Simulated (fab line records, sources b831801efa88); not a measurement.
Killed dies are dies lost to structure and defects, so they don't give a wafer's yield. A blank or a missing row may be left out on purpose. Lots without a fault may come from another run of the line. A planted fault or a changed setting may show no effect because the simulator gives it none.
Chamber matching | flow gf180mcu | GF_STI_CMP_25 on cmp-01: 4 sister chambers
The step polishes, stops on Si3N4, t overpolish 33 s, target thk 524.6 nm. 7 wafers are shown with their chamber, then 9 later ones without.

WAFERS WITH THEIR CHAMBER
wafer  | chamber | motor_current_A (A) | slurry_flow_ml_min
L442.3 | 3       | 12.0                | 150.2
L444.1 | 2       | 10.9                | 150.6
L444.4 | 1       | 12.8                | 150.1
L444.5 | 0       | 12.5                | 149.8
L447.1 | 3       | 11.1                | 149.4
L447.5 | 1       | 13.7                | 149.3
L447.6 | 2       | 11.4                | 150.1

WAFERS WITHOUT THEIR CHAMBER
wafer  | motor_current_A (A) | slurry_flow_ml_min
L455.1 | 11.2                | 150.2
L455.2 | 13.0                | 150.3
L455.5 | 13.0                | 149.9
L457.1 | 12.0                | 149.3
L457.2 | 11.7                | 151.6
L457.4 | 13.3                | 150.5
L458.2 | 11.8                | 149.0
L458.3 | 12.2                | 150.3
L458.4 | 13.4                | 150.5

WHICH CHAMBER EACH WENT THROUGH
wafer  | from the rows above               | in truth
L455.1 | can't be placed: 2 or 3           | 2
L455.2 | can't be placed: 1 or 0 or 3      | 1
L455.5 | can't be placed: 1 or 0           | 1
L457.1 | can't be placed: 3 or 0 or 1 or 2 | 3
L457.2 | can't be placed: 2 or 3 or 0      | 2
L457.4 | can't be placed: 1 or 0 or 3      | 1
L458.2 | can't be placed: 3 or 0 or 2 or 1 | 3
L458.3 | can't be placed: 0 or 3 or 2 or 1 | 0
L458.4 | can't be placed: 1 or 0 or 3      | 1
Placed correctly: 0 of 9. Can't be placed from these rows: 9 (the true chamber is among the candidates in 9). Placed wrongly: 0.
How it was worked out, from the rows above alone: a wafer's distance from a chamber is the root of the sum, over the readings, of the square of ((its reading less the chamber's mean) divided by the reading's scatter). The wafer belongs to the nearest chamber; if the next one is less than 2 further off, it can't be placed. A chamber's mean is the mean of its shown wafers. The scatter: the root of (the sum of the squares of (reading less its chamber's mean) over the shown wafers, divided by (wafers less chambers)).
